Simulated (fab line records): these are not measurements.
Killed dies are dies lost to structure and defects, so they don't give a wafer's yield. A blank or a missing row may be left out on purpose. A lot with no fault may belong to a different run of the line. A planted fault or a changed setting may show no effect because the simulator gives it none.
8D (eight disciplines) problem report, filled in by code	flow sky130	the parts of the form that need people (team, actions taken, sign-off) are left out

1. WHAT IS WRONG
run length s at SKY_VIA2_ETCH_14 reads a mean of 85.5 s on 6 wafers of 2 lots; wafers without a fault read 74.4 s with a standard deviation of 0.36. Measured from the usual mean, that is +31 standard deviations.
The step: etches BARC in N2/H2, stops on SiO2, time 45.9 s, target depth 60 nm.
Earliest sighting: wafer L517.3 on rie diel-03 at day 41 00:17. The record has a number at this step for 42 wafers belonging to 14 lots. By rule, "out" or "out of limits" means more than 4 standard deviations away from the usual mean. The other wafers with a number count as sound.

2. WHAT IT IS, AND WHAT IT ISN'T
question	is	is not
which readings at this step	run length s, oes product au	drypump motor current A, h2 flow sccm, throttle valve pct
which lots	L517, L519	L503, L506, L508, L509, L510, L511, L512, L513, L518, L524, L525, L526
which wafers of those lots	all that have a number	-
read on which tools	rie diel-03	rie diel-02, rie diel-04
when	from day 41 00:17	up to then (24 sound wafers); but 12 sound wafers of L518, L524, L525, L526 came after

3. SUSPECTS, AND WHAT RULES EACH OUT
Counting: any tool at a process step up to the reading is kept as a suspect provided that every lot that is out went through it and no sound lot did after the first of them.
- rie diel-03 at SKY_VIA2_ETCH_14 (etches BARC in N2/H2, stops on SiO2, time 45.9 s, target depth 60 nm): kept. All lots that are out passed through it, beginning with L517 at day 41 00:17, and no sound lot followed; its final sound lot before that point was L513 at day 39 12:13. Its own oes product au, run length s readings are out on those wafers.
Remaining after the count: rie diel-03 at SKY_VIA2_ETCH_14.

4. THE CAUSE (what the simulator had put in)
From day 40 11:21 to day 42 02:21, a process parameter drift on rie diel-03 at SKY_VIA2_ETCH_14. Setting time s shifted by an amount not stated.
Only this tool survived the counting.

5. THE EFFECT CHAIN, in route order
Rows list readings where the struck wafers' mean (over those with a number) sits beyond 3 standard deviations from the usual. Scope: only readings with a usual standard deviation given in the record; hours: median across lots of the time from each lot's start at the first step in this table that gives one to its start at this step; sigmas: change in usual standard deviations.
hours	step	reading	usual	on struck wafers	change	sigmas
0	SKY_VIA2_ETCH_14	oes product au	0.855 a.u.	0.758	-0.097	-21
0	SKY_VIA2_ETCH_14	run length s	74.4 s	85.5	+11.1	+31
0	SKY_VIA2_STRIP_16	strip time to endpoint s	4.040 s	3.927	-0.113	-4.2
Here are the process steps it includes:
- SKY_VIA2_ETCH_14: etches BARC in N2/H2, stops on SiO2, time 45.9 s, target depth 60 nm.
- SKY_VIA2_STRIP_16: strips in O2/N2.

6. HOW IT WOULD HAVE BEEN CAUGHT EARLIER
The fault began at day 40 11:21; the first out-of-limits reading in this record came at day 41 00:17, 13 hours later.
